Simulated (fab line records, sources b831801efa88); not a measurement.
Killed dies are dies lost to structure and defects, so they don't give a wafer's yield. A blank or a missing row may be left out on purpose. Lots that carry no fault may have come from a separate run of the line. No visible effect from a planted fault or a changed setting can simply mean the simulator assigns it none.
Split-lot experiment -- flow sfq line -- 23 wafers read from 5 lots, route of 325 steps

ON THE SPLIT
At SFQ_TRILAYER_M8_DEP_EVAP_197 (material Ti, target thk 20 nm, time 100 s), the setting time s was moved away from the recipe's 100 s on 8 of the 23 wafers read, by -11.0% to +12.5%. This setting was run at the recipe's value on the other wafers.

The reading comes from the split's own step.

THE READING
Ti_of_TRILAYER_M8_DEP_EVAP_197.thk nm (the simulator's own value, which no gauge read), in nm, at SFQ_TRILAYER_M8_DEP_EVAP_197 (material Ti, target thk 20 nm, time 100 s). No usual value for it is given in the file. Here, 15 wafers ran the recipe; their average is 19.90 nm with a standard deviation of 0.22 nm.

wafer,"tool, chamber at the split","time s as run, s",against the recipe,"Ti_of_TRILAYER_M8_DEP_EVAP_197.thk nm, nm",against lot-mates on the recipe
L074.1,"pvd sputter-02, -",100,recipe,19.86,-
L074.2,"pvd sputter-02, -",100,recipe,19.83,-
L074.3,"pvd sputter-02, -",88.97,-11.0%,17.79,-2.18
L074.4,"pvd sputter-02, -",100,recipe,20.22,-
L074.5,"pvd sputter-02, -",88.97,-11.0%,17.8,-2.17
L077.1,"pvd sputter-01, -",100,recipe,20.1,-
L077.5,"pvd sputter-01, -",100,recipe,20.1,-
L077.4,"pvd sputter-01, -",100,recipe,20.02,-
L082.1,"pvd sputter-02, -",100,recipe,19.92,-
L082.2,"pvd sputter-02, -",106.5,+6.5%,21.05,+1.00
L082.3,"pvd sputter-02, -",106.5,+6.5%,21.36,+1.31
L082.4,"pvd sputter-02, -",100,recipe,20.17,-
L082.5,"pvd sputter-02, -",106.5,+6.5%,21.2,+1.15
L084.1,"pvd sputter-02, -",112.5,+12.5%,22.53,+2.47
L084.3,"pvd sputter-02, -",112.5,+12.5%,22.34,+2.28
L084.4,"pvd sputter-02, -",100,recipe,20.06,-
L084.5,"pvd sputter-02, -",100,recipe,20.07,-
L084.6,"pvd sputter-02, -",112.5,+12.5%,22.5,+2.44
L085.1,"pvd sputter-01, -",100,recipe,19.6,-
L085.2,"pvd sputter-01, -",100,recipe,19.68,-
L085.3,"pvd sputter-01, -",100,recipe,19.71,-
L085.4,"pvd sputter-01, -",100,recipe,19.47,-
L085.6,"pvd sputter-01, -",100,recipe,19.65,-

THE FIT
A straight line over all 23 wafers: Ti_of_TRILAYER_M8_DEP_EVAP_197.thk nm changes by +0.199 nm for each +1% of time s; r = +0.99; the points scatter about the line by 0.2 nm.
The same after taking each lot's own level away (the mean of its wafers on the recipe; 23 wafers): +0.192 nm for each +1%; r = +1.00; scatter 0.11 nm.
According to that fit, moving time s by its largest amount changes the reading by 2.4 nm.
Across the lots, their own levels run from 19.622 to 20.073 nm, a range of 2.0 times the standard deviation given above.
Consequently the slope shifts little with the lot-to-lot level, the two slopes agreeing.
Check: with one of the wafers moved furthest among these (+12.5%) left out of the fit, the line predicts +2.36 nm for it against its lot-mates. It came out at +2.47 nm against them.

THE OTHER SPLITS THESE WAFERS WENT THROUGH
Other splits were also applied to these wafers ahead of the reading. Each is held against what the fit with the lots' levels taken away leaves over:
other split on the same wafers,wafers away from the commonest value,r with Ti_of_TRILAYER_M8_DEP_EVAP_197.thk nm (lot level and that fit taken away)
SFQ_TRILAYER_C5_LITHO_PEB_154 peb temp c,7,-0.20
SFQ_TRILAYER_M6_LITHO_COAT_164 resist thk nm,11,-0.12
SFQ_TRILAYER_I6_DEP_PECVD_165 time s,8,-0.15
SFQ_TRILAYER_I6_VIA_BARC_OPEN_VIA_ETCH_235 time s,5,+0.15
SFQ_TRILAYER_M7_LITHO_COAT_177 spin rpm,8,-0.08
SFQ_TRILAYER_M7_ETCH_METAL_ETCH_180 time s,6,+0.02
SFQ_TRILAYER_I7_VIA_LITHO_COAT_187 resist thk nm,10,+0.03
SFQ_TRILAYER_I7_VIA_LITHO_EXPOSE_188 dose mj,9,+0.35

THE FILE'S OWN FIT
Ti_of_TRILAYER_M8_DEP_EVAP_197.thk nm changes by +0.192 nm for each +1% of time s, r = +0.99.
